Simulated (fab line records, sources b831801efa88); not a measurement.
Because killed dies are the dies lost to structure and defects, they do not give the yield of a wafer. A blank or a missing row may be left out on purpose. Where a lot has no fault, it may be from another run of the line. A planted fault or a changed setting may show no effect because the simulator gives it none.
A lot that was struck, set against a sound lot    flow sky130    35 out of 708 route steps
Sound: wafers L488.1, L488.4, L488.6. Struck: wafers L476.2, L476.4, L476.6. The cause is given at the end.
At each step with rows: each side's tool, then ch and its chambers, then its first start. Under that, the readings that differ: sound wafers    struck wafers    difference of the means    sigmas: that difference in standard deviations of wafers without a fault.
alike: readings whose means differ by less than 2 such deviations, and words and numbers that are the same on both sides. not compared: withheld readings, readings that some wafer has no value for, bounds like >300 that may hide the same value, and numbers for which the record gives no deviation and whose values overlap.
A row with sigmas, a row that says differs or no value, or rows on one side alone: a step with any of these is where the two part. When numbers do not overlap yet have no deviation, they are printed without sigmas and do not part them. A reading that every wafer of one side lacks parts them only if that side has two wafers or more.

SKY_SD_P_CD_MEAS_07 targets a cd of 380 nm.
  sound on cd_sem-01 at day 32 09:35; struck on cd_sem-01 at day 28 08:12
  alike: cd_nm
SKY_SD_P_OVL_MEAS_08:
  sound on overlay-01 at day 32 09:43; struck on overlay-01 at day 28 08:20
  alike: SD_P_OVL
following that, these wafers have no rows for 1 step: SKY_SD_P_IMPLANT_09.
SKY_SD_P_STRIP_10: strips in O2/N2.
  sound on plasma_asher-04 ch 0, day 32 09:53; struck on plasma_asher-01 ch 1, day 28 08:31
reading                       sound              struck             difference  sigmas
strip_time_to_endpoint_s (s)  17.54 17.53 17.52  17.47 17.46 17.43  -0.08       -2
  alike: drypump_motor_current_A, n2_flow_sccm, oes_product_au
  not compared: rf_hours_counter_h
SKY_SD_P_TW_MEAS_11:
  sound on film_metro-04 at day 32 09:59; struck on film_metro-04 at day 28 08:37
  alike: SD_P_TW
then, 7 steps without rows for these wafers: SKY_RES_XHIGH_DEHYDRATE_00 (time 60 s); SKY_RES_XHIGH_HMDS_01 (prime time 60 s); SKY_RES_XHIGH_COAT_02 (resist thk 1140 nm); SKY_RES_XHIGH_SOFTBAKE_03 (time 60 s); SKY_RES_XHIGH_EXPOSE_04 (exposes mask URPM, target cd 1270 nm); SKY_RES_XHIGH_PEB_05; SKY_RES_XHIGH_DEVELOP_06 (develop time 60 s).
SKY_RES_XHIGH_IMPLANT_07:
  sound on implanter-02 ch 0, day 33 11:52; struck on implanter-02 ch 0, day 29 12:50
SKY_RES_XHIGH_STRIP_08: strips in O2/N2.
  sound on plasma_asher-02 ch 0,1, day 33 12:01; struck on plasma_asher-03 ch 1, day 29 12:58
reading                       sound              struck             difference  sigmas
oes_product_au (a.u.)         0.704 0.711 0.711  0.688 0.684 0.681  -0.024      -6
strip_time_to_endpoint_s (s)  14.27 14.31 14.28  15.08 15.04 15.08  +0.78       +22
  alike: drypump_motor_current_A, n2_flow_sccm
  not compared: rf_hours_counter_h
SKY_RES_XHIGH_TW_MEAS_09:
  sound on film_metro-02 at day 33 12:07; struck on film_metro-01 at day 29 13:04
reading       sound           struck          difference  sigmas
RES_XHIGH_TW  1634 1632 1628  2064 2073 2074  +439        +13
then, 7 steps without rows for these wafers: SKY_SD_N_DEHYDRATE_00 (time 60 s); SKY_SD_N_HMDS_01 (prime time 60 s); SKY_SD_N_COAT_02 (resist thk 1140 nm); SKY_SD_N_SOFTBAKE_03 (time 60 s); SKY_SD_N_EXPOSE_04 (exposes mask NSDM, target cd 380 nm); SKY_SD_N_PEB_05; SKY_SD_N_DEVELOP_06 (develop time 60 s).
SKY_SD_N_CD_MEAS_07 targets a cd of 380 nm.
  sound on cd_sem-01 at day 34 13:12; struck on cd_sem-01 at day 30 16:49
  alike: cd_nm
SKY_SD_N_OVL_MEAS_08:
  sound on overlay-01 at day 34 13:19; struck on overlay-02 at day 30 16:55
  alike: SD_N_OVL
then, 2 steps without rows for these wafers: SKY_SD_N_IMPLANT_09; SKY_SD_N_IMPLANT_10.
SKY_SD_N_STRIP_11: strips in O2/N2.
  sound on plasma_asher-03 ch 0,1, day 34 13:39; struck on plasma_asher-01 ch 0,1, day 30 17:14
  alike: drypump_motor_current_A, n2_flow_sccm, oes_product_au, strip_time_to_endpoint_s
  not compared: rf_hours_counter_h
SKY_SD_N_TW_MEAS_12:
  sound on film_metro-01 at day 34 13:45; struck on film_metro-01 at day 30 17:21
  alike: SD_N_TW
then, 1 step without rows for these wafers: SKY_SD_N_CLEAN_13 (cleans in SC1/SC2, time 150 s).
SKY_SD_N_RTA_14: time 2 s.
  sound on rtp_anneal-01 ch 0, day 34 13:52; struck on rtp_anneal-01 ch 0, day 30 17:28
  alike: lamp_power_pct, wafer_temp_C_max
SKY_SD_N_RS_MEAS_16: uses a four-point probe to measure.
  sound on film_metro-01 at day 34 14:02; struck on film_metro-01 at day 30 17:39
  alike: SD_N_RS
SKY_SD_N_RS_MEAS_17: uses a four-point probe to measure.
  sound on film_metro-01 at day 34 14:10; struck on film_metro-01 at day 30 17:46
  alike: SD_P_RS
SKY_SD_N_RS_MEAS_18: uses a four-point probe to measure.
  sound on film_metro-01 at day 34 14:17; struck on film_metro-01 at day 30 17:53
reading                sound              struck             difference  sigmas
RES_XHIGH_RS (ohm/sq)  332.8 333.8 334.3  203.9 204.3 203.6  -129.7      -99 or more
then, 1 step without rows for these wafers: SKY_SALICIDE_CLEAN_00 (cleans in HF-last, time 30 s).
-- the record jumps here: 17 days lie between the struck wafers' starts before and after (it left off in module SALICIDE and takes up again in module PAD_OPEN, whose first step shown is number 708 of the route) --
SKY_PAD_OPEN_PROBE_99:
  sound on prober-01 at day 50 11:54; struck on prober-01 at day 48 00:46
reading                                             sound                 struck             difference  sigmas
model.etest.res_xhigh_po.line_ohm_um                5583 5640 5533        1975 1896 1854     -3677       
model.etest.res_xhigh_po.rs_ohm_sq                  1931 1947 1956        702.4 667.4 649.8  -1271.5     
model.etest.res_xhigh_po.rs_ohm_sq_range            62.61 41.02 55.56     36.04 39 38.18     -15.32      
model.etest.res_xhigh_po.rs_ohm_sq_rim_less_centre  -5.653 -0.6731 -1.27  27.36 29.43 24.83  +29.74      
  alike: killed_at_M0_to_M3, killed_at_M4_up, killed_at_contacts, killed_at_front_end, killed_at_other, killed_dies, killed_open, killed_short

== WHERE THEY PART ==
Last at SKY_SD_N_RS_MEAS_18 as far as this record goes, first at SKY_SD_P_STRIP_10. Later steps at which nothing parts them and some readings are alike: SKY_PAD_OPEN_PROBE_99.

WHY: what the simulator had put in
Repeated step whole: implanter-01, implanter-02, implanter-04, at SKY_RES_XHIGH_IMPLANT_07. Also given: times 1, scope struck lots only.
